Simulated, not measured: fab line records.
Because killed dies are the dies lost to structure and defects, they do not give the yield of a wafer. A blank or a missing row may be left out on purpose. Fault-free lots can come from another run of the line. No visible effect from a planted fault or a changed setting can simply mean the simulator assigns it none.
A struck lot beside a sound one || flow gf180mcu || 18 steps out of a route of 602
Sound: these wafers, L977.1, L977.3, L977.6. Struck: wafer L982.1 (L982.2, L982.6, from the same lot, were not struck and are left out); the cause is given at the end.
Each step with rows lists, per side, the tool, then ch with its chambers, then its first start. Under that, the readings that differ: sound wafers || struck wafers || difference of the means || sigmas: that difference in standard deviations of wafers without a fault.
alike: readings with means less than 2 such deviations apart, plus words and numbers identical on both sides. not compared: withheld readings, readings lacking a value on some wafer, bounds such as >300 that could conceal the same value, and numbers that have no deviation in the record and whose values overlap.
A row with sigmas, a row that says differs or no value, or rows on one side alone: a step with any of these is where the two part. Non-overlapping numbers with no deviation appear without sigmas and do not part them. Lack of a reading on every wafer of one side parts them only where that side has two or more wafers.

first, 3 steps without rows for these wafers: GF_MIM_EXPOSE_16 (exposes mask FuseTop, target cd 2000 nm); GF_MIM_PEB_17; GF_MIM_DEVELOP_18 (develop time 60 s).
GF_MIM_METAL_ETCH_19: etches the open film in Cl2/BCl3, stops on Si3N4, target depth 324.5 nm, time 54.1 s.
  sound on rieMetal-01 ch 0,1, day 27 07:54; struck on rieMetal-02 ch 1, day 29 00:58
  alike: drypumpMotorCurrentA, oesProductAu, throttleValvePct
  not compared: rfHoursCounterH
GF_MIM_STRIP_20: strips in O2/N2.
  sound on plasmaAsher-04 ch 0,1, day 27 07:58; struck on plasmaAsher-02 ch 0, day 29 01:02
{"reading": "drypumpMotorCurrentA (A)", "sound": "5.1 5.8 5.1", "struck": 6.4, "difference": "+1.1", "sigmas": "+3"}
  alike: heaterPowerW, o2FlowSccm, oesProductAu, stripTimeToEndpointS
  not compared: rfHoursCounterH
then, 7 steps without rows for these wafers: GF_MIM_STRIP_21 (strips in post etch residue remover, time 1200 s); GF_MIM_CLEAN_22 (cleans in DIW); GF_M5_DEHYDRATE_00 (time 60 s); GF_M5_HMDS_01 (prime time 60 s); GF_M5_COAT_02 (resist thk 1000 nm); GF_M5_SOFTBAKE_03 (time 60 s); GF_M5_EXPOSE_04 (exposes mask Metal5, target cd 280 nm).
GF_M5_PEB_05: peb time 90 s.
  sound on lithoTrack-02 ch 0, day 28 03:52; struck on lithoTrack-03 ch 0, day 29 19:52
{"reading": "heaterPowerTotalW (W)", "sound": "85.64 85.80 85.82", "struck": 88.34, "difference": "+2.59", "sigmas": "+33"}
  alike: exhaustPa, resistLineTempC
then, 1 step without rows for these wafers: GF_M5_DEVELOP_06 (develop time 60 s).
GF_M5_CD_MEAS_07 targets a cd of 280 nm.
  sound: cdSem-01 at day 28 04:16; struck: cdSem-02 at day 29 20:13
  alike: cdNm
GF_M5_OVL_MEAS_08:
  sound: overlay-02 at day 28 04:23; struck: overlay-01 at day 29 20:20
{"reading": "M5_OVL (nm)", "sound": "8 11 17", "struck": -4, "difference": -16, "sigmas": -3}
GF_M5_ETCH_09: etches Si3N4 in CF4/O2, target depth 52 nm, time 11.6 s.
  sound on rieDiel-01 ch 1,3, day 28 04:25; struck on rieDiel-02 ch 0, day 29 20:22
{"reading": "model.M5.cdNm (nm)", "sound": "281.7 280 280.3", "struck": 282.4, "difference": "+1.7", "sigmas": ""}
  alike: cf4FlowSccm, drypumpMotorCurrentA, oesProductAu, throttleValvePct
  not compared: rfHoursCounterH
GF_M5_METAL_ETCH_10: etches the open film in Cl2/BCl3, stops on SiO2, target depth 750.8 nm, time 125.1 s.
  sound on rieMetal-01 ch 0,1, day 28 04:27; struck on rieMetal-03 ch 0, day 29 20:23
{"reading": "throttleValvePct (%)", "sound": "28.220 28.230 28.220", "struck": 28.243, "difference": "+0.020", "sigmas": "+2"}
  alike: drypumpMotorCurrentA, oesProductAu
  not compared: rfHoursCounterH

== WHERE THEY PART ==
First at GF_MIM_STRIP_20; last, within this record, at GF_M5_METAL_ETCH_10.

WHY: what had been put in by the simulator
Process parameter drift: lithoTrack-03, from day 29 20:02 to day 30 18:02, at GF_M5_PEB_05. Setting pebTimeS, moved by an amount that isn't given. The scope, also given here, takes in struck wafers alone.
